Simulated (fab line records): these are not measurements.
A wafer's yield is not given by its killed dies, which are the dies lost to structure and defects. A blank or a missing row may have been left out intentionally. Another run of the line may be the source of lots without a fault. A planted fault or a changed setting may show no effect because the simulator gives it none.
8D (eight disciplines) problem report, filled in by code | flow gf180mcu | the parts of the form that need people (team, actions taken, sign-off) are left out

== 1. THE PROBLEM ==
V1_W_RS at GF_V1_RS_MEAS_24 reads a mean of 0.356 ohm/sq on 2 wafers of 1 lot; wafers without a fault read 0.332 ohm/sq with a standard deviation of 0.0038. Relative to the usual mean, that is a shift of +6.3 standard deviations.
The step: measures by four-point-probe.
Earliest sighting: wafer L356.1 on film metro-02 at day 21 05:35. At this step, 15 wafers from 5 lots have a number in the record. The rule behind "out" and "out of limits": a value lying over 4 standard deviations away from the usual mean. The rest of the wafers with a number are treated as sound.

== 2. WHAT IT IS; WHAT IT IS NOT ==
question                    | is                | is not
which readings at this step | V1_W_RS           | -
which lots                  | L356              | L352, L355, L369, L370
which wafers of those lots  | L356.1, L356.2    | L356.6
read on which gauges        | film metro-02     | film metro-01, film metro-03
when                        | from day 21 05:35 | up to then (7 sound wafers); but 6 sound wafers of L369, L370 came after

== 3. WHAT RULES OUT EACH SUSPECT ==
Counting: if a tool at a process step up to the reading ran every lot that is out, it stays a suspect. Sound lots after the first of them don't rule it out here, since some wafers of a struck lot are sound.
- the gauge at GF_V1_RS_MEAS_24: kept. All the wafers that are out were read on film metro-02, and no step on other tools shows them out.
- rie diel-02 at GF_V1_ETCH_17 (etches SiO2 in C4F8/O2/Ar, stops on TiN, target depth 630 nm): kept. L356, the lot that is out, went through it at day 21 04:48; up to then, the latest sound lot through it was L352 at day 19 16:03. GF_V1_ETCH_17 gives no start for some lots, so the hours and the order of its lots are those of GF_V1_STRIP_18.
- plasma asher-01 at GF_V1_STRIP_18 (strips in O2/N2): kept. It ran the lot that is out, L356 (day 21 04:48).
- pvd sputter-02 at GF_V1_SPUTTER_21 (material Ti, target thk 15 nm, time 80.02 s): kept. L356, the lot that is out, went through it at day 21 05:22; up to then, the latest sound lot through it was L352 at day 19 16:35.
- pvd sputter-02 at GF_V1_SPUTTER_22 (material TiN, target thk 10 nm, time 40 s): kept. L356, the lot that is out, went through it at day 21 05:26; up to then, the latest sound lot through it was L352 at day 19 16:38.
- cvd w-02 at GF_V1_CVD_23 (deposits W, target thk 350 nm, time 105.05 s): kept. L356, the lot that is out, went through it at day 21 05:28; up to then, the latest sound lot through it was L352 at day 19 16:41.
Left after counting: rie diel-02 at GF_V1_ETCH_17, plasma asher-01 at GF_V1_STRIP_18, pvd sputter-02 at GF_V1_SPUTTER_21, pvd sputter-02 at GF_V1_SPUTTER_22, cvd w-02 at GF_V1_CVD_23, film metro-02 at GF_V1_RS_MEAS_24.

== 4. THE CAUSE (what the simulator had put in) ==
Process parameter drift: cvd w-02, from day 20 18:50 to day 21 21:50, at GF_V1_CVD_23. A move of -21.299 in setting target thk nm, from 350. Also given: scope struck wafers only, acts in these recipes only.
After counting, 6 suspects remain, this tool included.

== 5. THE CHAIN OF EFFECTS, in route order ==
One row per reading whose mean, taken over the struck wafers that have a number, lies over 3 standard deviations from the usual. Only readings whose record carries a usual standard deviation are examined. hours: median over the lots of the time between each lot's start at the first step of this table that gives one and its start at this step. sigmas: the change, counted in usual standard deviations.
hours | step              | reading  | usual        | on struck wafers | change | sigmas
0     | GF_V1_RS_MEAS_24  | V1_W_RS  | 0.332 ohm/sq | 0.356            | +0.024 | +6.3
0     | GF_V1_THK_MEAS_25 | V1_W_THK | 350 nm       | 326              | -24    | -4.6

== 6. HOW IT WOULD HAVE BEEN CAUGHT EARLIER ==
In this record the first reading out of limits at a measuring or inspecting step was taken at day 21 05:35, 11 hours after the fault began at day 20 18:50.
Of the tool readings at GF_V1_CVD_23 for which the record gives a usual standard deviation, none was out on any struck wafer, so an alarm limit of 4 standard deviations on them would not have fired.
Lots out: 1; all had begun GF_V1_CVD_23 on cvd w-02 by day 21 05:35. A hold on the tool at that time would have spared none of them.
